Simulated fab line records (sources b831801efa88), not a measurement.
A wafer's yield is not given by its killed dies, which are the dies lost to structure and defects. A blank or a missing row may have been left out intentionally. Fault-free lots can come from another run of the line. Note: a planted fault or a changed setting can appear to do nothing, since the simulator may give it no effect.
fab line records -- flow gf180mcu
[record] lots = 6, wafers = 18, last-day = 34
route steps=602 shown V2@408 M3@409
lots untouched by any fault: they come from a run of this same line in which no faults occurred
start-h: hours from the record's opening day to when the first of the lot's shown wafers began -- wait-h: how many hours have passed since the lot's step before this one -- " the same as in the row above -- L1.1+2: a row that stands for several wafers -- - either no value or no given start -- * or withheld: withheld -- < > ~ a bound
route shown NAME@n: names a module that has steps shown in the file, with the first one's number in the route -- usual: the fault-free wafers' mean and standard deviation -- same: alike in all rows -- chamber/n: place in a boat -- sites: each site's reading -- _std_site: their standard deviation -- _edge_site: the outer-site mean with the inner-site mean subtracted -- radius-mm: for every site, how far away it sits from the centre of the wafer -- mask NAME#n: copy n -- behind: the most recent tool/chamber to have shaped the wafer -- hold: the reason the lot was held/the length of the hold in hours/how it ended -- device: transistor that didn't switch, given as n, p or np -- end of line: tests of these same wafers at the route's end -- a step given without rows: its recipe and nothing more -- killed: the dies lost at the first sort to structure and to defects; this is not the yield of the wafer -- map: dies across one wafer; x = killed, . = not, _ = none there
set.NAME: the setting the step ran with; set.NAME@STEP: the setting that earlier step ran with -- model.NAME: the simulator's own value behind a step, which no gauge read
a table for each step, a row for each wafer; lots at some steps of the route
services: when a tool's chamber went out of use (start-h, in hours from the record's first day, below 0 if earlier), for how many hours, and the reason
[[steps]]
[step GF_V2_CMP_26]
[recipe] stop-on = SiO2, down-force-psi = 3.5, platen-rpm = 60, t-overpolish-s = 15, target-thk-nm = 0, pad-velocity-m-s = 0.94248
[usual] motor-current-A = 11.2/1, overpolish-run-s = 15.000/0.0086, time-to-endpoint-s = 87.1/3
lot.wafer,tool,chamber,start-h,wait-h,motor-current-A,overpolish-run-s,time-to-endpoint-s
L814.4,cmp-02,2,456.72,0.0,10.5,15.007,88.1
L814.2,cmp-02,0,456.72,0.0,10.2,14.996,89.8
L814.6,cmp-02,2,456.72,0.0,10.7,15.002,90.8
L825.2,cmp-02,3,574.23,0.0,11.9,14.990,87.4
L825.1,cmp-02,2,574.23,0.0,11.0,15.003,88.9
L825.6,cmp-02,3,574.23,0.0,13.3,14.987,87.9
L826.3,cmp-01,0,578.63,0.0,12.5,15.026,89.0
L826.2,cmp-01,1,578.63,0.0,10.7,15.009,89.7
L826.4,cmp-01,3,578.63,0.0,11.1,14.996,86.2
L835.1,cmp-02,0,636.19,0.1,10.8,14.986,84.9
L835.2,cmp-02,1,636.19,0.1,11.1,14.992,82.8
L835.6,cmp-02,1,636.19,0.1,11.0,15.008,81.2
L836.1,cmp-02,0,642.95,0.1,11.0,15.000,86.5
L836.2,cmp-02,1,642.95,0.1,11.2,14.992,88.1
L836.3,cmp-02,2,642.95,0.1,10.6,14.995,89.1
L837.4,cmp-01,1,649.42,0.0,10.1,15.003,90.3
L837.1,cmp-01,2,649.42,0.0,11.1,14.999,91.3
L837.6,cmp-01,2,649.42,0.0,10.4,14.993,90.7
[step GF_M3_SPUTTER_00]
[recipe] material = Ti, target-thk-nm = 37.5, arriving-ion-energy-ev = 80, substrate-temp-c = 200, chamber-pressure-pa = 2, power-w = 4000, time-s = 150
[usual] throttle-valve-pct = 29.6/1.1
lot.wafer,tool,chamber,start-h,wait-h,throttle-valve-pct
L814.2,pvd-sputter-02,-,457.02,0.1,28.8
L814.4,pvd-sputter-02,-,457.02,0.1,30.2
L814.6,pvd-sputter-02,-,457.02,0.1,29.8
L825.1,pvd-sputter-02,-,574.53,0.1,29.9
L825.2,pvd-sputter-02,-,574.53,0.1,28.8
L825.6,pvd-sputter-02,-,574.53,0.1,30.6
L826.2,pvd-sputter-02,-,578.93,0.2,29.9
L826.3,pvd-sputter-02,-,578.93,0.2,28.2
L826.4,pvd-sputter-02,-,578.93,0.2,28.7
L835.1,pvd-sputter-04,-,636.49,0.2,30.3
L835.2,pvd-sputter-04,-,636.49,0.2,31.8
L835.6,pvd-sputter-04,-,636.49,0.2,30.1
L836.1,pvd-sputter-01,-,643.25,0.2,28.8
L836.2,pvd-sputter-01,-,643.25,0.2,27.4
L836.3,pvd-sputter-01,-,643.25,0.2,29.6
L837.1,pvd-sputter-02,-,649.72,0.2,29.8
L837.4,pvd-sputter-02,-,649.72,0.2,28.7
L837.6,pvd-sputter-02,-,649.72,0.2,28.6
[step GF_M3_SPUTTER_01]
[recipe] material = TiN, target-thk-nm = 30, power-w = 6500, time-s = 25, chamber-pressure-pa = 0.4
[usual] throttle-valve-pct = 29.6/1.1
lot.wafer,tool,chamber,start-h,wait-h,throttle-valve-pct
L814.2,pvd-sputter-02,-,457.12,0.1,28.7
L814.4,pvd-sputter-02,-,457.12,0.1,29.8
L814.6,pvd-sputter-02,-,457.12,0.1,29.8
L825.1,pvd-sputter-02,-,574.63,0.1,29.9
L825.2,pvd-sputter-02,-,574.63,0.1,29.0
L825.6,pvd-sputter-02,-,574.63,0.1,30.3
L826.2,pvd-sputter-02,-,579.03,0.1,29.9
L826.3,pvd-sputter-02,-,579.03,0.1,28.6
L826.4,pvd-sputter-02,-,579.03,0.1,28.9
L835.1,pvd-sputter-04,-,636.59,0.1,30.1
L835.2,pvd-sputter-04,-,636.59,0.1,31.7
L835.6,pvd-sputter-04,-,636.59,0.1,30.1
L836.1,pvd-sputter-01,-,643.35,0.1,28.6
L836.2,pvd-sputter-01,-,643.35,0.1,27.5
L836.3,pvd-sputter-01,-,643.35,0.1,29.1
L837.1,pvd-sputter-02,-,649.82,0.1,29.8
L837.4,pvd-sputter-02,-,649.82,0.1,28.8
L837.6,pvd-sputter-02,-,649.82,0.1,28.4
[step GF_M3_SPUTTER_02]
[recipe] material = AlCu, target-thk-nm = 450, power-w = 10600, time-s = 23.9, chamber-pressure-pa = 0.4
[usual] throttle-valve-pct = 29.6/1.1
lot.wafer,tool,chamber,start-h,wait-h,throttle-valve-pct
L814.2,pvd-sputter-02,-,457.15,0.0,28.8
L814.4,pvd-sputter-02,-,457.15,0.0,30.1
L814.6,pvd-sputter-02,-,457.15,0.0,29.9
L825.1,pvd-sputter-02,-,574.66,0.0,30.1
L825.2,pvd-sputter-02,-,574.66,0.0,28.7
L825.6,pvd-sputter-02,-,574.66,0.0,30.5
L826.2,pvd-sputter-02,-,579.06,0.0,29.9
L826.3,pvd-sputter-02,-,579.06,0.0,28.6
L826.4,pvd-sputter-02,-,579.06,0.0,28.6
L835.1,pvd-sputter-04,-,636.62,0.0,30.1
L835.2,pvd-sputter-04,-,636.62,0.0,31.8
L835.6,pvd-sputter-04,-,636.62,0.0,30.1
L836.1,pvd-sputter-01,-,643.39,0.0,28.8
L836.2,pvd-sputter-01,-,643.39,0.0,27.5
L836.3,pvd-sputter-01,-,643.39,0.0,29.3
L837.1,pvd-sputter-02,-,649.85,0.0,30.0
L837.4,pvd-sputter-02,-,649.85,0.0,28.4
L837.6,pvd-sputter-02,-,649.85,0.0,28.4
[step GF_M3_SPUTTER_03]
[recipe] material = Ti, target-thk-nm = 10, substrate-temp-c = 300, chamber-pressure-pa = 0.2961, power-w = 3000, time-s = 6.7
[usual] throttle-valve-pct = 29.6/1.2
lot.wafer,tool,chamber,start-h,wait-h,throttle-valve-pct
L814.2,pvd-sputter-02,-,457.18,0.0,28.5
L814.4,pvd-sputter-02,-,457.18,0.0,29.9
L814.6,pvd-sputter-02,-,457.18,0.0,30.0
L825.1,pvd-sputter-02,-,574.69,0.0,29.9
L825.2,pvd-sputter-02,-,574.69,0.0,28.6
L825.6,pvd-sputter-02,-,574.69,0.0,30.4
L826.2,pvd-sputter-02,-,579.09,0.0,29.6
L826.3,pvd-sputter-02,-,579.09,0.0,28.6
L826.4,pvd-sputter-02,-,579.09,0.0,28.8
L835.1,pvd-sputter-04,-,636.65,0.0,30.2
L835.2,pvd-sputter-04,-,636.65,0.0,31.8
L835.6,pvd-sputter-04,-,636.65,0.0,30.2
L836.1,pvd-sputter-01,-,643.41,0.0,28.9
L836.2,pvd-sputter-01,-,643.41,0.0,27.1
L836.3,pvd-sputter-01,-,643.41,0.0,28.9
L837.1,pvd-sputter-02,-,649.88,0.0,30.1
L837.4,pvd-sputter-02,-,649.88,0.0,28.6
L837.6,pvd-sputter-02,-,649.88,0.0,28.3
[step GF_M3_SPUTTER_04]
[recipe] material = TiN, target-thk-nm = 50, power-w = 6500, time-s = 41.7, chamber-pressure-pa = 0.4
[step GF_M3_RS_MEAS_05]
[recipe] thk-meas-gauge = four-point-probe, reads = TiN_of_M3_SPUTTER_04+Ti_of_M3_SPUTTER_03+AlCu_of_M3_SPUTTER_02+TiN_of_M3_SPUTTER_01+Ti_of_M3_SPUTTER_00
[usual] M3_ALCU_RS = 0.0697/0.00081
lot.wafer,tool,chamber,start-h,wait-h,M3_ALCU_RS[ohm/sq]
L814.2,film-metro-04,-,457.26,0.0,0.0707
L814.4,film-metro-04,-,457.26,0.0,0.0706
L814.6,film-metro-04,-,457.26,0.0,0.0708
L825.1,film-metro-03,-,574.75,0.0,0.0719
L825.2,film-metro-03,-,574.75,0.0,0.0704
L825.6,film-metro-03,-,574.75,0.0,0.0715
L826.2,film-metro-03,-,579.17,0.0,0.0701
L826.3,film-metro-03,-,579.17,0.0,0.0701
L826.4,film-metro-03,-,579.17,0.0,0.0695
L835.1,film-metro-01,-,636.71,0.0,0.0688
L835.2,film-metro-01,-,636.71,0.0,0.0688
L835.6,film-metro-01,-,636.71,0.0,0.0691
L836.1,film-metro-01,-,643.48,0.0,0.0697
L836.2,film-metro-01,-,643.48,0.0,0.0694
L836.3,film-metro-01,-,643.48,0.0,0.0694
L837.1,film-metro-03,-,649.94,0.0,0.0716
L837.4,film-metro-03,-,649.94,0.0,0.0710
L837.6,film-metro-03,-,649.94,0.0,0.0708
[step GF_M3_THK_MEAS_06]
[recipe] thk-meas-gauge = xrf, reads = AlCu_of_M3_SPUTTER_02
[usual] M3_ALCU_THK = 447/6
lot.wafer,tool,chamber,start-h,wait-h,M3_ALCU_THK[nm]
L814.2,film-metro-04,-,457.37,0.1,439
L814.4,film-metro-04,-,457.37,0.1,440
L814.6,film-metro-04,-,457.37,0.1,443
L825.1,film-metro-03,-,574.87,0.1,431
L825.2,film-metro-03,-,574.87,0.1,439
L825.6,film-metro-03,-,574.87,0.1,435
L826.2,film-metro-03,-,579.28,0.1,441
L826.3,film-metro-03,-,579.28,0.1,440
L826.4,film-metro-03,-,579.28,0.1,444
L835.1,film-metro-01,-,636.83,0.1,455
L835.2,film-metro-01,-,636.83,0.1,455
L835.6,film-metro-01,-,636.83,0.1,453
L836.1,film-metro-01,-,643.60,0.1,451
L836.2,film-metro-01,-,643.60,0.1,453
L836.3,film-metro-01,-,643.60,0.1,453
L837.1,film-metro-03,-,650.06,0.1,433
L837.4,film-metro-03,-,650.06,0.1,434
L837.6,film-metro-03,-,650.06,0.1,434
[step GF_M3_DEHYDRATE_07]
[recipe] temp-c = 200, time-s = 60
[step GF_M3_HMDS_08]
[recipe] prime-time-s = 60, prime-temp-c = 120
[step GF_M3_COAT_09]
[recipe] resist = KrF, spin-rpm = withheld, resist-thk-nm = 1000
[step GF_M3_SOFTBAKE_10]
[recipe] temp-c = 130, time-s = 60, resist = KrF
[step GF_M3_EXPOSE_11]
[recipe] mask-id = Metal3, target-cd-nm = 280, na = 0.68, source-shape = conventional, sigma-outer = 0.6, dose-mj = 28
[usual] exposure-dose-mJ-cm2 = 28.005/0.024, focus-offset-nm = 0.0/0.56, sigma-outer = 0.6/0
lot.wafer,tool,chamber,start-h,wait-h,mask,exposure-dose-mJ-cm2,focus-offset-nm,sigma-outer
L814.2,krf-scanner-01,0,469.61,-,Metal3#0,28.020,-0.2,0.6
L814.4,krf-scanner-01,0,469.61,-,Metal3#0,28.015,0.8,0.6
L814.6,krf-scanner-01,0,469.61,-,Metal3#0,28.018,-0.2,0.6
L825.1,krf-scanner-01,-,585.58,-,Metal3#0,-,-,-
L825.2,krf-scanner-01,-,585.58,-,Metal3#0,-,-,-
L825.6,krf-scanner-01,-,585.58,-,Metal3#0,-,-,-
L826.2,krf-scanner-01,-,590.32,-,Metal3#0,-,-,-
L826.3,krf-scanner-01,-,590.32,-,Metal3#0,-,-,-
L826.4,krf-scanner-01,-,590.32,-,Metal3#0,-,-,-
L835.1,krf-scanner-01,0,645.71,-,Metal3#0,28.050,-0.6,0.6
L835.2,krf-scanner-01,0,645.71,-,Metal3#0,28.010,-0.3,0.6
L835.6,krf-scanner-01,0,645.71,-,Metal3#0,28.019,-0.3,0.6
L836.1,krf-scanner-01,0,653.45,-,Metal3#0,27.986,-0.3,0.6
L836.2,krf-scanner-01,0,653.45,-,Metal3#0,28.010,-1.1,0.6
L836.3,krf-scanner-01,0,653.45,-,Metal3#0,28.004,0.0,0.6
L837.1,krf-scanner-02,0,660.09,-,Metal3#0,27.993,-0.9,0.6
L837.4,krf-scanner-02,0,660.09,-,Metal3#0,28.011,-0.2,0.6
L837.6,krf-scanner-02,0,660.09,-,Metal3#0,27.993,-0.3,0.6
[step GF_M3_PEB_12]
[recipe] peb-temp-c = 135, peb-time-s = 90, resist = KrF
[[services]]
tool,chamber,start-h,hours,kind
krf-scanner-02,-,432.88,1.3,pm
pvd-sputter-04,-,434.80,4.6,repair
krf-scanner-01,-,441.99,2.5,repair
cmp-01,-,442.34,1.8,repair
krf-scanner-02,-,446.32,0.8,pm
pvd-sputter-01,-,451.92,1.4,repair
pvd-sputter-04,-,459.30,3.5,repair
krf-scanner-02,-,485.76,0.2,repair
krf-scanner-01,-,502.23,0.6,repair
krf-scanner-02,-,525.42,53.2,repair
cmp-01,-,550.22,15.7,pm
cmp-01,-,565.93,4.1,pm
cmp-01,-,572.00,4.0,pm
krf-scanner-02,-,578.58,1.0,pm
pvd-sputter-02,-,581.45,1.3,repair
cmp-01,-,585.55,32.8,repair
cmp-02,-,588.57,2.1,repair
krf-scanner-01,-,591.24,4.0,pm
krf-scanner-01,-,595.26,1.3,pm
krf-scanner-01,-,596.56,1.0,pm
krf-scanner-01,-,614.37,0.8,pm
cmp-01,-,618.35,7.0,pm
cmp-02,-,625.36,3.4,pm
pvd-sputter-02,-,636.00,3.1,repair
[[key]]
[first-sign] step = GF_M3_EXPOSE_11, reading = tool-record, direction = missing
effect none on later readings
met-at GF_M3_EXPOSE_11
struck-wafers L825.1,L825.2,L825.6,L826.2,L826.3,L826.4
later-rows-left-out L825.1,L825.2,L825.6,L826.2,L826.3,L826.4
sort-left-out L825.1,L825.2,L825.6,L826.2,L826.3,L826.4
onset-between 469.61 585.58
[fault] kind = skipped-step-whole, tool = krf-scanner-01, chamber = -, onset-h = 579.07, steps = GF_M3_EXPOSE_11, scope = struck-lots-only
// sort-left-out: the simulated sort isn't trusted on such a fault, so these wafers' sort isn't shown, and their yield isn't known
// later-rows-left-out: the simulator's readings of these wafers behind a module that went badly wrong aren't trusted and aren't shown, but for the sort
